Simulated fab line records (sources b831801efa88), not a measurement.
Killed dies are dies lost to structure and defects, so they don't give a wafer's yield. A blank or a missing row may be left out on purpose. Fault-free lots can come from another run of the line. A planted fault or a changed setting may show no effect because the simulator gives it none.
fab line records	flow sfq-line
record lots=5	wafers=23
route steps=325 shown R5@213 I5@230 C5@247 M6@252 I6@266 M7@286
start-h: hours from the record's first day to the start of the lot's first wafer shown	wait-h: hours elapsed since this lot's preceding step	" repeats the value in the row above	L1.1+2: a single row standing in for several wafers	- no value, or no start was given	* or withheld: withheld	< > ~ a bound
route shown NAME@n: names a module that has steps shown in the file, with the first one's number in the route	usual: average and standard deviation across the fault-free wafers	same: alike in all rows	chamber/n: place in a boat	sites: per-site readings	_std_site: their standard deviation	_edge_site: the outer-site mean with the inner-site mean subtracted	radius-mm: for every site, how far away it sits from the centre of the wafer	mask NAME#n: copy n	behind: tool/chamber where the wafer was last shaped	hold: reason for holding the lot/hours on hold/outcome of the hold	device: the transistor (n, p or np) that didn't switch	end of line: at the end of the route, the tests of the same wafers	a step given without rows: its recipe and nothing more	killed: dies lost to structure and defects at the first sort, not the wafer's yield	map: dies across one wafer; x = killed, . = not, _ = none there
set.NAME: the setting that was run; set.NAME@STEP: the one run at that earlier step	model.NAME: the simulator's own value behind a step, which no gauge read
lots run with intentionally changed settings; tables by step, rows by wafer
## steps
# step SFQ_TRILAYER_R5_DEP_SPUTTER_133
# recipe material=MoNx	base-pressure-pa=1.33e-06	target-thk-nm=40	power-w=1000	time-s=66.7	chamber-pressure-pa=0.4
lot.wafer	tool	chamber	start-h	wait-h	set.power-w	model.MoNx_of_TRILAYER_R5_DEP_SPUTTER_133.thk-nm
L074.2	pvd-sputter-06	-	1422.01	0.0	1000	39.33
L074.3	"	-	"	"	1000	39.61
L074.4	"	-	"	"	1000	39.82
L074.5	"	-	"	"	1000	39.71
L074.6	"	-	"	"	1000	39.45
L079.1	pvd-sputter-03	-	1439.71	0.0	1000	39.79
L079.3	"	-	"	"	1000	39.71
L079.6	"	-	"	"	1000	39.32
L081.1	pvd-sputter-04	-	1447.86	0.0	1000	39.91
L081.2	"	-	"	"	954.8	38.55
L081.3	"	-	"	"	1000	40.3
L081.4	"	-	"	"	954.8	38.63
L081.6	"	-	"	"	954.8	38.24
L084.1	pvd-sputter-06	-	1461.01	0.0	1000	39.72
L084.3	"	-	"	"	962.7	38.36
L084.4	"	-	"	"	1000	39.55
L084.5	"	-	"	"	962.7	37.93
L084.6	"	-	"	"	1000	39.5
L085.2	pvd-sputter-04	-	1462.36	0.0	1000	40.26
L085.3	"	-	"	"	1000	40.14
L085.4	"	-	"	"	1000	40.25
L085.5	"	-	"	"	1000	39.78
L085.6	"	-	"	"	1000	39.95
# step SFQ_TRILAYER_R5_DEP_SPUTTER_134
# recipe material=Ti	base-pressure-pa=1.33e-06	target-thk-nm=5	power-w=2000	time-s=5	chamber-pressure-pa=0.4162
# step SFQ_R5_RS_MEAS_933
# recipe thk-meas-gauge=four-point-probe	reads=Ti_of_TRILAYER_R5_DEP_SPUTTER_134+MoNx_of_TRILAYER_R5_DEP_SPUTTER_133+Ti_of_TRILAYER_R5_DEP_SPUTTER_132
# usual R5_MONX_RS=7.08/0.054
lot.wafer	tool	chamber	start-h	wait-h	set.power-w@TRILAYER_R5_DEP_SPUTTER_133	R5_MONX_RS[ohm/sq]
L074.2	film-metro-03	-	1422.11	0.0	1000	7.18
L074.3	"	-	"	"	1000	7.09
L074.4	"	-	"	"	1000	7.09
L074.5	"	-	"	"	1000	7.07
L074.6	"	-	"	"	1000	7.15
L079.1	film-metro-02	-	1439.78	0.0	1000	7.07
L079.3	"	-	"	"	1000	7.07
L079.6	"	-	"	"	1000	7.15
L081.1	film-metro-02	-	1447.93	0.0	1000	7.07
L081.2	"	-	"	"	954.8	7.28
L081.3	"	-	"	"	1000	6.99
L081.4	"	-	"	"	954.8	7.27
L081.6	"	-	"	"	954.8	7.34
L084.1	film-metro-02	-	1461.08	0.0	1000	7.12
L084.3	"	-	"	"	962.7	7.33
L084.4	"	-	"	"	1000	7.17
L084.5	"	-	"	"	962.7	7.42
L084.6	"	-	"	"	1000	7.16
L085.2	film-metro-01	-	1462.46	0.0	1000	7.02
L085.3	"	-	"	"	1000	7.02
L085.4	"	-	"	"	1000	7.03
L085.5	"	-	"	"	1000	7.08
L085.6	"	-	"	"	1000	7.07
# step SFQ_R5_THK_MEAS_934
# recipe thk-meas-gauge=xrf	reads=MoNx_of_TRILAYER_R5_DEP_SPUTTER_133
# usual R5_MONX_THK=39.3/0.35
lot.wafer	tool	chamber	start-h	wait-h	set.power-w@TRILAYER_R5_DEP_SPUTTER_133	R5_MONX_THK[nm]
L074.2	film-metro-03	-	1422.22	0.1	1000	38.8
L074.3	"	-	"	"	1000	39.2
L074.4	"	-	"	"	1000	39.4
L074.5	"	-	"	"	1000	39.5
L074.6	"	-	"	"	1000	38.9
L079.1	film-metro-02	-	1439.90	0.1	1000	39.1
L079.3	"	-	"	"	1000	39.1
L079.6	"	-	"	"	1000	38.5
L081.1	film-metro-02	-	1448.05	0.1	1000	39.4
L081.2	"	-	"	"	954.8	38.2
L081.3	"	-	"	"	1000	39.8
L081.4	"	-	"	"	954.8	38.1
L081.6	"	-	"	"	954.8	37.7
L084.1	film-metro-02	-	1461.20	0.1	1000	39.0
L084.3	"	-	"	"	962.7	37.9
L084.4	"	-	"	"	1000	39.1
L084.5	"	-	"	"	962.7	37.4
L084.6	"	-	"	"	1000	39.0
L085.2	film-metro-01	-	1462.57	0.1	1000	39.9
L085.3	"	-	"	"	1000	39.8
L085.4	"	-	"	"	1000	39.9
L085.5	"	-	"	"	1000	39.3
L085.6	"	-	"	"	1000	39.4
# step SFQ_TRILAYER_R5_LITHO_PEB_139
# recipe peb-temp-c=115	peb-time-s=60	resist=KrF
lot.wafer	tool	chamber	start-h	wait-h	set.peb-time-s
L074.2+6	litho-track-01	0	1426.36	0.8	64.1
L074.3+4+5	"	0	"	"	60
L079.1+3+6	litho-track-01	0	-	-	60
L081.1+2	litho-track-03	0	1555.75	1.0	66.56
L081.3+4+6	"	0	"	"	60
L084.1+3+4	litho-track-01	0	1570.15	1.0	54.15
L084.5+6	"	0	"	"	60
L085.2+3+5	litho-track-01	0	1572.57	0.8	60
L085.4+6	"	0	"	"	67.81
# step SFQ_TRILAYER_R5_LITHO_DEVELOP_138
# recipe time-s=60	resist=KrF
# step SFQ_TRILAYER_R5_BARC_OPEN_METAL_ETCH_177
# recipe mask-material=PR	chemistry=O2	target-depth-nm=125	target=BARC	icp-w=600	bias-w=80	pressure-mtorr=10	time-s=41.7
lot.wafer	tool	chamber	start-h	wait-h	set.peb-time-s@TRILAYER_R5_LITHO_PEB_139	model.R5.cd-nm
L074.2	rie-metal-01	0	1426.67	0.0	64.1	489.7
L074.3+5	"	1,0	"	"	60	498.2
L074.4	"	0	"	"	60	498.6
L074.6	"	1	"	"	64.1	490.1
L079.1	rie-metal-02	0	1547.98	0.0	60	498.1
L079.3	"	0	"	"	60	498
L079.6	"	0	"	"	60	496.1
L081.1	rie-metal-03	1	1556.08	0.0	66.56	484.7
L081.2	"	0	"	"	66.56	483.9
L081.3	"	0	"	"	60	497.3
L081.4	"	1	"	"	60	497.9
L081.6	"	0	"	"	60	499.1
L084.1	rie-metal-02	1	1570.48	0.0	54.15	516.6
L084.3	"	1	"	"	54.15	515.8
L084.4	"	0	"	"	54.15	517.7
L084.5	"	1	"	"	60	499.7
L084.6	"	0	"	"	60	502.2
L085.2	rie-metal-01	0	1572.88	0.0	60	498.1
L085.3	"	1	"	"	60	498.5
L085.4	"	0	"	"	67.81	481.1
L085.5	"	1	"	"	60	497.9
L085.6	"	0	"	"	67.81	482.5
# step SFQ_TRILAYER_I5_LITHO_COAT_144
# recipe resist=KrF	spin-rpm=3000	resist-thk-nm=650
lot.wafer	tool	chamber	start-h	wait-h	set.spin-rpm	model.KrF_of_TRILAYER_I5_LITHO_COAT_144.thk-nm
L074.2	litho-track-04	0	1427.98	0.2	3096	640.9
L074.3	"	0	"	"	3096	641.6
L074.4	"	0	"	"	3096	638.1
L074.5	"	0	"	"	3000	651
L074.6	"	0	"	"	3000	651.3
L079.1	litho-track-01	0	1549.20	0.2	3000	650.4
L079.3	"	0	"	"	3000	652.4
L079.6	"	0	"	"	3000	651.6
L081.1	litho-track-01	0	1557.30	0.2	3000	650.2
L081.2+4	"	0	"	"	3000	650.5
L081.3	"	0	"	"	3136	635.1
L081.6	"	0	"	"	3136	637.3
L084.1	litho-track-04	0	1571.70	0.2	3124	637.1
L084.3	"	0	"	"	3000	650.7
L084.4	"	0	"	"	3000	650.3
L084.5	"	0	"	"	3000	650.4
L084.6	"	0	"	"	3124	636.8
L085.2	litho-track-01	0	1574.15	0.2	3000	651.1
L085.3	"	0	"	"	3183	633.4
L085.4	"	0	"	"	3000	651.6
L085.5	"	0	"	"	3000	649.6
L085.6	"	0	"	"	3183	631.1
# step SFQ_TRILAYER_I5_ETCH_VIA_ETCH_147
# recipe stop-on=Nb	mask-material=PR	chemistry=CHF3	target-depth-nm=360	source-w=500	bias-w=80	pressure-mtorr=30	time-s=withheld
lot.wafer	tool	chamber	start-h	wait-h	set.bias-w
L074.2+3+4+5+6	rie-diel-01	2,3,1,3,2	1539.48	0.0	80
L079.1+3+6	rie-diel-01	0,2,2	1646.41	0.0	80
L081.1+2+3	rie-diel-02	0,1,1	1654.83	0.0	84.74
L081.4+6	"	0,1	"	"	80
L084.1+4	rie-diel-02	0,1	1669.24	0.0	88.93
L084.3+5+6	"	2,0,1	"	"	80
L085.2+3	rie-diel-03	1,2	1672.84	0.0	80
L085.4+5+6	"	0,0,1	"	"	87.3
# step SFQ_TRILAYER_C5_BARC_OPEN_VIA_ETCH_210
# recipe mask-material=PR	chemistry=O2	target-depth-nm=125	target=BARC	source-w=500	bias-w=80	pressure-mtorr=30	time-s=41.7
lot.wafer	tool	chamber	start-h	wait-h	set.bias-w
L074.2+5+6	rie-diel-03	0,0,3	1548.88	0.0	80
L074.3+4	"	3,1	"	"	83.58
L079.1+3+6	rie-diel-03	1,2,3	1649.90	0.0	80
L081.1+2+3+4+6	rie-diel-03	2,3,1,0,0	1659.60	0.0	80
L084.1+3+5	rie-diel-01	2,0,0	1764.29	0.0	80
L084.4+6	"	3,1	"	"	87.96
L085.2+5+6	rie-diel-03	1,1,2	1769.09	0.0	71.04
L085.3+4	"	3,2	"	"	80
# step SFQ_TRILAYER_M6_DEP_SPUTTER_157
# recipe material=Nb	base-pressure-pa=1.33e-06	chamber-pressure-pa=0.1333	substrate-temp-c=20	target-thk-nm=200	power-w=2000	time-s=133.3
lot.wafer	tool	chamber	start-h	wait-h	set.time-s	model.Nb_of_TRILAYER_M6_DEP_SPUTTER_157.thk-nm
L074.2	pvd-sputter-04	-	1549.78	0.0	133.3	200.6
L074.3	"	-	"	"	133.3	198.2
L074.4+6	"	-	"	"	133.3	199.3
L074.5	"	-	"	"	133.3	198.1
L079.1	pvd-sputter-05	-	1650.79	0.0	133.3	197.8
L079.3	"	-	"	"	133.3	198.3
L079.6	"	-	"	"	133.3	197.3
L081.1	pvd-sputter-04	-	1660.69	0.0	133.3	199.2
L081.2	"	-	"	"	143.9	214.7
L081.3	"	-	"	"	143.9	214.8
L081.4	"	-	"	"	133.3	198.9
L081.6	"	-	"	"	143.9	213.7
L084.1	pvd-sputter-05	-	1765.18	0.0	133.3	198.2
L084.3	"	-	"	"	133.3	196.6
L084.4	"	-	"	"	133.3	199.2
L084.5	"	-	"	"	133.3	199
L084.6	"	-	"	"	133.3	195.7
L085.2	pvd-sputter-05	-	1769.98	0.0	141.5	212
L085.3	"	-	"	"	133.3	199.5
L085.4	"	-	"	"	141.5	212.8
L085.5	"	-	"	"	133.3	198.2
L085.6	"	-	"	"	133.3	199.2
# step SFQ_M6_RS_MEAS_938
# recipe thk-meas-gauge=four-point-probe	reads=Nb_of_TRILAYER_M6_DEP_SPUTTER_157
# usual M6_NB_RS=0.896/0.0062
lot.wafer	tool	chamber	start-h	wait-h	set.time-s@TRILAYER_M6_DEP_SPUTTER_157	M6_NB_RS[ohm/sq]
L074.2	film-metro-02	-	1549.89	0.1	133.3	0.888
L074.3	"	-	"	"	133.3	0.898
L074.4	"	-	"	"	133.3	0.893
L074.5	"	-	"	"	133.3	0.898
L074.6	"	-	"	"	133.3	0.893
L079.1	film-metro-04	-	1650.88	0.0	133.3	0.897
L079.3	"	-	"	"	133.3	0.896
L079.6	"	-	"	"	133.3	0.902
L081.1	film-metro-01	-	1660.79	0.0	133.3	0.893
L081.2	"	-	"	"	143.9	0.829
L081.3	"	-	"	"	143.9	0.828
L081.4	"	-	"	"	133.3	0.895
L081.6	"	-	"	"	143.9	0.832
L084.1	film-metro-04	-	1765.27	0.0	133.3	0.898
L084.3	"	-	"	"	133.3	0.906
L084.4	"	-	"	"	133.3	0.895
L084.5	"	-	"	"	133.3	0.894
L084.6	"	-	"	"	133.3	0.910
L085.2	film-metro-02	-	1770.09	0.1	141.5	0.838
L085.3	"	-	"	"	133.3	0.893
L085.4	"	-	"	"	141.5	0.837
L085.5	"	-	"	"	133.3	0.899
L085.6	"	-	"	"	133.3	0.895
# step SFQ_TRILAYER_M6_LITHO_COAT_164
# recipe resist=BARC	spin-rpm=3000	resist-thk-nm=62
lot.wafer	tool	chamber	start-h	wait-h	set.spin-rpm	model.BARC_of_TRILAYER_M6_LITHO_COAT_164.thk-nm
L074.2	litho-track-04	0	1550.10	0.1	3000	61.86
L074.3	"	0	"	"	3000	61.83
L074.4	"	0	"	"	3000	61.61
L074.5	"	0	"	"	3000	61.8
L074.6	"	0	"	"	3000	61.84
L079.1	litho-track-03	0	1651.06	0.1	3000	61.95
L079.3	"	0	"	"	3000	61.87
L079.6	"	0	"	"	3000	62.07
L081.1	litho-track-03	0	1660.97	0.1	2807	63.86
L081.2	"	0	"	"	3000	61.75
L081.3	"	0	"	"	3000	61.94
L081.4	"	0	"	"	3000	61.9
L081.6	"	0	"	"	2807	63.94
L084.1	litho-track-04	0	1765.45	0.1	3000	62.1
L084.3	"	0	"	"	3095	61.16
L084.4	"	0	"	"	3095	61.01
L084.5	"	0	"	"	3000	62.01
L084.6	"	0	"	"	3095	60.99
L085.2	litho-track-03	0	1770.30	0.1	3000	61.72
L085.3	"	0	"	"	3000	61.65
L085.4	"	0	"	"	3000	61.75
L085.5	"	0	"	"	3000	61.97
L085.6	"	0	"	"	3000	61.64
# step SFQ_TRILAYER_M6_LITHO_COAT_159
# recipe resist=KrF	spin-rpm=3000	resist-thk-nm=600
# step SFQ_TRILAYER_M6_LITHO_SOFTBAKE_163
# recipe temp-c=withheld	time-s=withheld	resist=KrF
# step SFQ_TRILAYER_M6_LITHO_DEVELOP_161
# recipe time-s=60	resist=KrF
# step SFQ_TRILAYER_M6_BARC_OPEN_METAL_ETCH_206
# recipe mask-material=PR	chemistry=O2	target-depth-nm=125	target=BARC	icp-w=584.8	bias-w=80	pressure-mtorr=10	time-s=41.7
lot.wafer	tool	chamber	start-h	wait-h	set.bias-w@TRILAYER_I5_ETCH_VIA_ETCH_147	set.bias-w@TRILAYER_C5_BARC_OPEN_VIA_ETCH_210	model.etch.depth-nm
L074.2	rie-metal-02	0	1648.77	0.0	80	80	61.86
L074.3+4	"	0,1	"	"	80	83.58	-
L074.5	"	1	"	"	80	80	61.8
L074.6	"	0	"	"	80	80	-
L079.1	rie-metal-04	0	1657.20	0.0	80	80	61.95
L079.3	"	0	"	"	80	80	61.87
L079.6	"	0	"	"	80	80	62.07
L081.1	rie-metal-02	0	1727.55	0.0	84.74	80	63.86
L081.2+3	"	1	"	"	84.74	80	-
L081.4+6	"	0,1	"	"	80	80	-
L084.1	rie-metal-01	1	1767.86	0.0	88.93	80	-
L084.3	"	0	"	"	80	80	-
L084.4	"	1	"	"	88.93	87.96	-
L084.5	"	0	"	"	80	80	62.01
L084.6	"	1	"	"	80	87.96	60.99
L085.2	rie-metal-02	1	1772.54	0.0	80	71.04	-
L085.3	"	1	"	"	80	80	61.65
L085.4	"	0	"	"	87.3	80	-
L085.5	"	1	"	"	87.3	71.04	61.97
L085.6	"	0	"	"	87.3	71.04	-
# step SFQ_TRILAYER_M6_ETCH_METAL_ETCH_162
# recipe target=Nb	stop-on=SiO2	mask-material=PR	chemistry=Cl2/Ar	target-depth-nm=240	icp-w=600	bias-w=80	pressure-mtorr=10	time-s=120
# usual oes-product-au=0.889/0.0056
lot.wafer	tool	chamber	start-h	wait-h	set.time-s@TRILAYER_M6_DEP_SPUTTER_157	oes-product-au
L074.2	rie-metal-02	0	1648.83	0.0	133.3	0.894
L074.3	"	0	"	"	133.3	0.887
L074.4	"	1	"	"	133.3	0.887
L074.5	"	1	"	"	133.3	0.887
L074.6	"	0	"	"	133.3	0.884
L079.1	rie-metal-04	0	1657.26	0.0	133.3	0.883
L079.3	"	0	"	"	133.3	0.897
L079.6	"	0	"	"	133.3	0.888
L081.1	rie-metal-02	0	1727.61	0.0	133.3	0.883
L081.2	"	1	"	"	143.9	0.935
L081.3	"	1	"	"	143.9	0.929
L081.4	"	0	"	"	133.3	0.891
L081.6	"	1	"	"	143.9	0.932
L084.1	rie-metal-01	1	1767.92	0.0	133.3	0.887
L084.3	"	0	"	"	133.3	0.880
L084.4	"	1	"	"	133.3	0.899
L084.5	"	0	"	"	133.3	0.890
L084.6	"	1	"	"	133.3	0.885
L085.2	rie-metal-02	1	1772.60	0.0	141.5	0.927
L085.3	"	1	"	"	133.3	0.891
L085.4	"	0	"	"	141.5	0.925
L085.5	"	1	"	"	133.3	0.893
L085.6	"	0	"	"	133.3	0.889
# step SFQ_TRILAYER_I6_DEP_PECVD_165
# recipe material=SiO2	temp-c=150	time-s=111.11	pressure-torr=2.4	rf-w=183.3	precursor=SiH4/N2O	target-thk-nm=500
lot.wafer	tool	chamber	start-h	wait-h	set.time-s	model.SiO2_of_TRILAYER_I6_DEP_PECVD_165.thk-nm
L074.2	pecvd-03	0	1649.74	0.0	111.11	499.2
L074.3	"	1	"	"	111.11	500.5
L074.4	"	1	"	"	111.11	514.3
L074.5	"	0	"	"	111.11	512.6
L074.6	"	2	"	"	111.11	504.1
L079.1	pecvd-03	1	1658.17	0.0	111.11	491.6
L079.3	"	0	"	"	111.11	497
L079.6	"	2	"	"	111.11	500.5
L081.1	pecvd-02	1	1728.51	0.0	102.7	456.1
L081.2	"	2	"	"	111.11	495.9
L081.3	"	0	"	"	102.7	457.9
L081.4	"	1	"	"	111.11	499.2
L081.6	"	0	"	"	111.11	505.4
L084.1	pecvd-02	0	1769.03	0.0	111.11	503.3
L084.3	"	1	"	"	111.11	500.3
L084.4	"	0	"	"	111.11	513.2
L084.5	"	1	"	"	111.11	507.7
L084.6	"	2	"	"	111.11	511.2
L085.2	pecvd-03	1	1773.67	0.0	104.4	473.9
L085.3	"	0	"	"	104.4	467.8
L085.4	"	1	"	"	111.11	512.9
L085.5	"	0	"	"	111.11	501.9
L085.6	"	2	"	"	104.4	478.9
# step SFQ_TRILAYER_I6_VIA_LITHO_PEB_172
# recipe peb-temp-c=115	peb-time-s=60	resist=KrF
lot.wafer	tool	chamber	start-h	wait-h	set.peb-temp-c
L074.2+3+5	litho-track-03	0	1666.41	0.8	115
L074.4+6	"	0	"	"	116.5
L079.1+3+6	litho-track-01	0	1672.39	1.0	115
L081.1+2+3+4+6	litho-track-03	0	1833.78	1.0	115
L084.1+5+6	litho-track-02	0	1872.98	1.0	115
L084.3+4	"	0	"	"	113.3
L085.2+3+4	litho-track-01	0	1876.61	0.8	113.5
L085.5+6	"	0	"	"	115
# step SFQ_TRILAYER_I6_VIA_LITHO_DEVELOP_171
# recipe time-s=60	resist=KrF
# step SFQ_TRILAYER_I6_VIA_BARC_OPEN_VIA_ETCH_235
# recipe mask-material=PR	chemistry=O2	target-depth-nm=125	target=BARC	source-w=500	bias-w=78.92	pressure-mtorr=30	time-s=41.7
lot.wafer	tool	chamber	start-h	wait-h	set.peb-temp-c@TRILAYER_I6_VIA_LITHO_PEB_172	model.I6.cd-nm
L074.2	rie-diel-02	2	1666.72	0.0	115	698.6
L074.3	"	0	"	"	115	699.6
L074.4	"	3	"	"	116.5	725.6
L074.5	"	2	"	"	115	699.7
L074.6	"	3	"	"	116.5	725.5
L079.1	rie-diel-04	2	1672.72	0.0	115	697.2
L079.3	"	1	"	"	115	699.1
L079.6	"	0	"	"	115	699.9
L081.1	rie-diel-01	3	1834.11	0.0	115	699
L081.2	"	0	"	"	115	700.3
L081.3	"	2	"	"	115	698.4
L081.4	"	2	"	"	115	698.2
L081.6	"	0	"	"	115	699.8
L084.1	rie-diel-01	0	1873.32	0.0	115	700.3
L084.3	"	2	"	"	113.3	666.6
L084.4	"	3	"	"	113.3	666.9
L084.5	"	1	"	"	115	700
L084.6	"	0	"	"	115	701.4
L085.2	rie-diel-04	2	1876.92	0.0	113.5	671.9
L085.3	"	3	"	"	113.5	669.8
L085.4	"	1	"	"	113.5	671
L085.5+6	"	1,0	"	"	115	699.4
# step SFQ_TRILAYER_M7_LITHO_COAT_177
# recipe resist=KrF	spin-rpm=3000	resist-thk-nm=600
lot.wafer	tool	chamber	start-h	wait-h	set.spin-rpm	model.KrF_of_TRILAYER_M7_LITHO_COAT_177.thk-nm
L074.2	litho-track-01	0	1668.30	0.2	3000	600.8
L074.3	"	0	"	"	3000	600.2
L074.4	"	0	"	"	3000	599.9
L074.5	"	0	"	"	3000	600.7
L074.6	"	0	"	"	3000	600.5
L079.1	litho-track-04	0	1674.26	0.2	3000	602
L079.3	"	0	"	"	3000	600.9
L079.6	"	0	"	"	3000	602.3
L081.1	litho-track-04	0	1836.24	0.2	2807	618.4
L081.2	"	0	"	"	2807	619.8
L081.3	"	0	"	"	3000	596
L081.4	"	0	"	"	3000	596.9
L081.6	"	0	"	"	3000	595.9
L084.1+4	litho-track-01	0	1874.85	0.2	3000	602.3
L084.3	"	0	"	"	3000	600
L084.5	"	0	"	"	3000	600.6
L084.6	"	0	"	"	3000	602.8
L085.2	litho-track-02	0	1878.51	0.2	2843	616.6
L085.3	"	0	"	"	3000	599
L085.4	"	0	"	"	3000	600.6
L085.5	"	0	"	"	2843	617.2
L085.6	"	0	"	"	3000	598.1
# step SFQ_TRILAYER_M7_BARC_OPEN_METAL_ETCH_229
# recipe mask-material=PR	chemistry=O2	target-depth-nm=125	target=BARC	icp-w=600	bias-w=80	pressure-mtorr=10	time-s=41.7
lot.wafer	tool	chamber	start-h	wait-h	set.bias-w	set.spin-rpm@TRILAYER_M7_LITHO_COAT_177	model.KrF_of_TRILAYER_M7_LITHO_COAT_177.thk-nm
L074.2	rie-metal-03	0	1674.05	0.0	83.68	3000	523.7
L074.3	"	0	"	"	80	3000	524.5
L074.4	"	1	"	"	83.68	3000	521.8
L074.5	"	1	"	"	80	3000	523.5
L074.6	"	0	"	"	83.68	3000	523.8
L079.1	rie-metal-02	0	1681.05	0.0	80	3000	523.5
L079.3	"	1	"	"	80	3000	522.7
L079.6	"	1	"	"	80	3000	523.9
L081.1	rie-metal-02	1	1916.44	0.0	80	2807	541.5
L081.2	"	0	"	"	80	2807	540.6
L081.3	"	1	"	"	89.56	3000	516.8
L081.4	"	0	"	"	89.56	3000	516.6
L081.6	"	0	"	"	80	3000	516.9
L084.1	rie-metal-04	0	1957.94	0.0	80	3000	523.8
L084.3	"	0	"	"	80	3000	521.3
L084.4	"	1	"	"	80	3000	524.3
L084.5	"	1	"	"	80	3000	522.3
L084.6	"	0	"	"	80	3000	523.6
L085.2	rie-metal-02	1	1962.74	0.0	80	2843	539.7
L085.3	"	1	"	"	80	3000	522.2
L085.4	"	0	"	"	80	3000	522.8
L085.5	"	0	"	"	80	2843	539.2
L085.6	"	1	"	"	80	3000	521.3
## key
split step=SFQ_TRILAYER_R5_DEP_SPUTTER_133	setting=power-w	stated=1000	by=wafer
response step=SFQ_TRILAYER_R5_DEP_SPUTTER_133	reading=model.MoNx_of_TRILAYER_R5_DEP_SPUTTER_133.thk-nm	change=+0.371	per=1%	r=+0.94
response step=SFQ_R5_RS_MEAS_933	reading=R5_MONX_RS	change=-0.0601	per=1%	r=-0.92
response step=SFQ_R5_THK_MEAS_934	reading=R5_MONX_THK	change=+0.361	per=1%	r=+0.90
split step=SFQ_TRILAYER_R5_LITHO_PEB_139	setting=peb-time-s	stated=60	by=wafer
response step=SFQ_TRILAYER_R5_BARC_OPEN_METAL_ETCH_177	reading=model.R5.cd-nm	change=-1.34	per=1%	r=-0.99
split step=SFQ_TRILAYER_I5_LITHO_COAT_144	setting=spin-rpm	stated=3000	by=wafer
response step=SFQ_TRILAYER_I5_LITHO_COAT_144	reading=model.KrF_of_TRILAYER_I5_LITHO_COAT_144.thk-nm	change=-3.15	per=1%	r=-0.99
split step=SFQ_TRILAYER_I5_ETCH_VIA_ETCH_147	setting=bias-w	stated=80	by=wafer
response step=SFQ_TRILAYER_M6_BARC_OPEN_METAL_ETCH_206	reading=model.etch.depth-nm	slope=-0.091	per=1%	together-with=bias-w@TRILAYER_C5_BARC_OPEN_VIA_ETCH_210	explained=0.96
split step=SFQ_TRILAYER_C5_BARC_OPEN_VIA_ETCH_210	setting=bias-w	stated=80	by=wafer
response step=SFQ_TRILAYER_M6_BARC_OPEN_METAL_ETCH_206	reading=model.etch.depth-nm	slope=-0.103	per=1%	together-with=bias-w@TRILAYER_I5_ETCH_VIA_ETCH_147	explained=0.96
split step=SFQ_TRILAYER_M6_DEP_SPUTTER_157	setting=time-s	stated=133.3	by=wafer
response step=SFQ_TRILAYER_M6_DEP_SPUTTER_157	reading=model.Nb_of_TRILAYER_M6_DEP_SPUTTER_157.thk-nm	change=+2.03	per=1%	r=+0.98
response step=SFQ_M6_RS_MEAS_938	reading=M6_NB_RS	change=-0.00862	per=1%	r=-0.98
response step=SFQ_TRILAYER_M6_ETCH_METAL_ETCH_162	reading=oes-product-au	change=+0.00564	per=1%	r=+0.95
split step=SFQ_TRILAYER_M6_LITHO_COAT_164	setting=spin-rpm	stated=3000	by=wafer
response step=SFQ_TRILAYER_M6_LITHO_COAT_164	reading=model.BARC_of_TRILAYER_M6_LITHO_COAT_164.thk-nm	change=-0.316	per=1%	r=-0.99
split step=SFQ_TRILAYER_I6_DEP_PECVD_165	setting=time-s	stated=111.11	by=wafer
response step=SFQ_TRILAYER_I6_DEP_PECVD_165	reading=model.SiO2_of_TRILAYER_I6_DEP_PECVD_165.thk-nm	change=+5.66	per=1%	r=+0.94
split step=SFQ_TRILAYER_I6_VIA_LITHO_PEB_172	setting=peb-temp-c	stated=115	by=wafer
response step=SFQ_TRILAYER_I6_VIA_BARC_OPEN_VIA_ETCH_235	reading=model.I6.cd-nm	change=+21.7	per=1%	r=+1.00
split step=SFQ_TRILAYER_M7_LITHO_COAT_177	setting=spin-rpm	stated=3000	by=wafer
response step=SFQ_TRILAYER_M7_LITHO_COAT_177	reading=model.KrF_of_TRILAYER_M7_LITHO_COAT_177.thk-nm	change=-3.48	per=1%	r=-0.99
response step=SFQ_TRILAYER_M7_BARC_OPEN_METAL_ETCH_229	reading=model.KrF_of_TRILAYER_M7_LITHO_COAT_177.thk-nm	change=-3.59	per=1%	r=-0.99
split step=SFQ_TRILAYER_M7_BARC_OPEN_METAL_ETCH_229	setting=bias-w	stated=80	by=wafer
response none clear
